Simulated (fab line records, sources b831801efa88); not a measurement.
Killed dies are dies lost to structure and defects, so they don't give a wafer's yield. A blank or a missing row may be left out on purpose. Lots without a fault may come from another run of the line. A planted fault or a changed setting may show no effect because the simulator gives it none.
A struck lot beside a sound one | flow sky130 | 16 steps out of a route of 708
Sound: wafers L693.1, L693.3, L693.4. Struck: wafer L694.4. (L694.3, L694.5 of the same lot were not struck and are left out.) The cause comes at the end.
At each step with rows: each side's tool, then ch and its chambers, then its first start. Under that, the readings that differ: sound wafers | struck wafers | difference of the means | sigmas: that difference in standard deviations of wafers without a fault.
alike: readings whose means differ by less than 2 such deviations, and words and numbers that are the same on both sides. not compared: withheld readings, readings that some wafer has no value for, bounds like >300 that may hide the same value, and numbers for which the record gives no deviation and whose values overlap.
The two part at a step that has a row with sigmas, a row that says differs or no value, or rows on one side only. Numbers that don't overlap but have no deviation are shown without sigmas and don't part them. A reading that every wafer of one side lacks parts them only if that side has two wafers or more.

first, 3 steps without rows for these wafers: SKY_METAL1_EXPOSE_12 (exposes mask MM1, target cd 140 nm); SKY_METAL1_PEB_13; SKY_METAL1_DEVELOP_14 (develop time 60 s).
SKY_METAL1_CD_MEAS_15: target cd 140 nm.
  sound on cd_sem-01, day 33 18:38; struck on cd_sem-02, day 34 14:31
  alike: cd_nm
SKY_METAL1_OVL_MEAS_16:
  sound on overlay-01, day 33 18:45; struck on overlay-02, day 34 14:37
  reading         | sound    | struck | difference | sigmas
  METAL1_OVL (nm) | -4 -8 -5 | 6      | +12        | +2
SKY_METAL1_DESCUM_17: chemistry O2, time 8 s.
  sound on rie_metal-02 ch 0,1, day 33 18:47; struck on rie_metal-01 ch 1, day 34 14:39
  reading               | sound             | struck | difference | sigmas
  oes_product_au (a.u.) | 1.003 0.997 0.996 | 0.978  | -0.021     | -3
  alike: drypump_motor_current_A, rf_fwd_power_W
  not compared: rf_hours_counter_h
SKY_METAL1_ETCH_18: etches BARC in N2/H2, stops on SiO2, time 45.9 s, target depth 60 nm.
  sound on rie_metal-02 ch 0,1, day 33 18:49; struck on rie_metal-01 ch 1, day 34 14:41
  alike: drypump_motor_current_A, oes_product_au, rf_fwd_power_W, throttle_valve_pct
  not compared: rf_hours_counter_h
SKY_METAL1_METAL_ETCH_19: etches the open film in Cl2/BCl3, stops on SiO2, target depth 360 nm, time 78 s.
  sound on rie_metal-02 ch 0,1, day 33 18:53; struck on rie_metal-01 ch 1, day 34 14:46
  reading               | sound             | struck | difference | sigmas
  oes_product_au (a.u.) | 0.848 0.852 0.859 | 0.865  | +0.012     | +2
  alike: drypump_motor_current_A, rf_fwd_power_W, throttle_valve_pct
  not compared: rf_hours_counter_h
SKY_METAL1_STRIP_20: strips in O2/N2.
  sound on plasma_asher-01 ch 0,1, day 33 18:59; struck on plasma_asher-03 ch 0, day 34 14:52
  alike: drypump_motor_current_A, oes_product_au, strip_time_to_endpoint_s
  not compared: rf_hours_counter_h
then, 3 steps without rows for these wafers: SKY_METAL1_STRIP_21 (strips in post etch residue remover, time 1200 s); SKY_METAL1_CLEAN_22 (cleans in IPA, time 180 s); SKY_METAL1_CLEAN_23 (cleans in O3/DIW).
SKY_VIA1_HDPCVD_00: deposits SiO2, target thk 1030 nm, time 171.7 s.
  sound on hdpcvd-01 ch 0,1,2, day 33 19:34; struck on hdpcvd-01 ch 2, day 34 15:25
  reading                                  | sound          | struck | difference | sigmas
  model.SiO2_of_VIA1_HDPCVD_00.thk_nm (nm) | 1029 1022 1027 | 746    | -280       |
SKY_VIA1_THK_MEAS_01:
  sound on film_metro-01, day 33 19:41; struck on film_metro-01, day 34 15:47
  reading              | sound          | struck | difference | sigmas
  VIA1_HDPCVD_THK (nm) | 1029 1023 1026 | 746    | -280       | -25
  not compared: hold
SKY_VIA1_CMP_02: polishes SiO2.
  sound on cmp-02 ch 0,2,3, day 33 19:56; struck on cmp-01 ch 2, day 34 18:03
  reading | sound | struck                   | difference                   | sigmas
  hold    | - - - | await_dispo/2.2h/release | no value on the sound wafers |
  alike: motor_current_A
-- the record jumps here: 12 days lie between the struck wafers' starts before and after (it left off in module VIA1 and takes up again in module PAD_OPEN, whose first step shown is number 708 of the route) --
SKY_PAD_OPEN_PROBE_99:
  the record has rows for the struck wafers here (prober-01, day 47 01:47) and none for the sound ones

WHERE THEY PART
First at SKY_METAL1_OVL_MEAS_16; last, within this record, at SKY_PAD_OPEN_PROBE_99.

WHY: what the simulator had put in
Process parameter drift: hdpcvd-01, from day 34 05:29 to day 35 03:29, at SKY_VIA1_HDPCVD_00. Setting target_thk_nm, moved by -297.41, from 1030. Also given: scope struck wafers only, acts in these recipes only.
